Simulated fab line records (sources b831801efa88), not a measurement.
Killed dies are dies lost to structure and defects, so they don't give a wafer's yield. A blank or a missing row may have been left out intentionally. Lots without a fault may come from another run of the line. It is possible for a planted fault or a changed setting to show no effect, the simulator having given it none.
A lot that was struck, set against a sound lot / flow sfq-line / 13 steps out of a route of 325
Sound: these wafers, L218.1, L218.2, L218.4. Struck: wafers L222.4, L222.5. (L222.2 of the same lot was not struck and is left out.) The cause comes at the end.
At each step with rows: each side's tool, then ch and its chambers, then its first start. Under that, the readings that differ: sound wafers / struck wafers / difference of the means / sigmas: that difference in standard deviations of wafers without a fault.
alike: same words and numbers on both sides, and readings whose means sit less than 2 such deviations apart. not compared: any withheld reading, any reading some wafer has no value for, any bound like >300 that may hide the same value, and any number with overlapping values for which the record gives no deviation.
Wherever a step has rows on one side only, a row that says differs or no value, or a row with sigmas, the two part there. When numbers do not overlap yet have no deviation, they are printed without sigmas and do not part them. A reading missing from all wafers of one side parts the sides only when that side holds two or more wafers.

first, 1 step without rows for these wafers: SFQ_TRILAYER_M0_DEP_PRE_CLEAN_020 (time 15 s).
SFQ_TRILAYER_M0_DEP_SPUTTER_019: material Nb, target thk 200 nm, time 133.3 s.
  sound on pvd-sputter-04, day 12 09:28; struck on pvd-sputter-04, day 13 11:07
  alike: cathode-dc-power-W, chamber-pressure-pa, throttle-valve-pct
SFQ_M0_RS_MEAS_904: measures by four-point-probe.
  sound on film-metro-01, day 12 09:33; struck on film-metro-04, day 13 11:14
reading=M0_NB_RS (ohm/sq); sound=0.898 0.895 0.897; struck=0.879 0.877; difference=-0.019; sigmas=-2
then, 6 steps without rows for these wafers: SFQ_TRILAYER_M0_LITHO_COAT_026 (resist thk 62 nm); SFQ_TRILAYER_M0_LITHO_COAT_021 (resist thk 600 nm); SFQ_TRILAYER_M0_LITHO_SOFTBAKE_025; SFQ_TRILAYER_M0_LITHO_EXPOSE_022 (exposes mask M0, target cd 500 nm); SFQ_TRILAYER_M0_LITHO_PEB_024 (peb time 60 s); SFQ_TRILAYER_M0_LITHO_DEVELOP_023 (time 60 s).
-- the record jumps here: 6 days lie between the struck wafers' starts before and after --
SFQ_M0_OVL_MEAS_906:
  sound on overlay-02, day 17 14:37; struck on overlay-01, day 19 03:57
  alike: M0_OVL
SFQ_TRILAYER_M0_BARC_OPEN_METAL_ETCH_031: etches BARC in O2, target depth 125 nm, time 41.7 s.
  sound on rie-metal-02 ch 0,1, day 17 14:39; struck on rie-metal-02 ch 1, day 19 03:59
  alike: drypump-motor-current-A, oes-product-au, rf-fwd-power-W
  not compared: rf-hours-counter-h
SFQ_TRILAYER_M0_ETCH_METAL_ETCH_024: etches Nb in Cl2/Ar, stops on SiO2, target depth 240 nm, time 120 s.
  sound on rie-metal-02 ch 0,1, day 17 14:43; struck on rie-metal-02 ch 1, day 19 04:02
reading=rf-fwd-power-W (W); sound=596.5 596.7 597.5; struck=688.6 691.0; difference=+92.9; sigmas=+49
reading=model.KrF_of_TRILAYER_M0_LITHO_COAT_021.thk-nm (nm); sound=378.4 380.7 381.7; struck=360.8 358.7; difference=-20.5; sigmas=
reading=model.SiO2_of_TRILAYER_L0_CAP_PECVD_011.thk-nm (nm); sound=54.09 54.99 55.47; struck=52.7 51.69; difference=-2.7; sigmas=
reading=model.M0.feature-depth-nm (nm); sound=198.6 199.1 198.8; struck=205.5 206.1; difference=+7.0; sigmas=
  alike: drypump-motor-current-A, oes-product-au
  not compared: rf-hours-counter-h
SFQ_TRILAYER_M0_STRIP_STRIP_025: strips in O2.
  sound on rie-metal-02 ch 0,1, day 17 14:50; struck on rie-metal-02 ch 1, day 19 04:10
  alike: drypump-motor-current-A, oes-product-au
  not compared: rf-hours-counter-h

== WHERE THEY PART ==
Last at SFQ_TRILAYER_M0_ETCH_METAL_ETCH_024 as far as this record goes, first at SFQ_M0_RS_MEAS_904. Later steps at which nothing parts them and some readings are alike: SFQ_TRILAYER_M0_STRIP_STRIP_025.

WHY: what the simulator had put in
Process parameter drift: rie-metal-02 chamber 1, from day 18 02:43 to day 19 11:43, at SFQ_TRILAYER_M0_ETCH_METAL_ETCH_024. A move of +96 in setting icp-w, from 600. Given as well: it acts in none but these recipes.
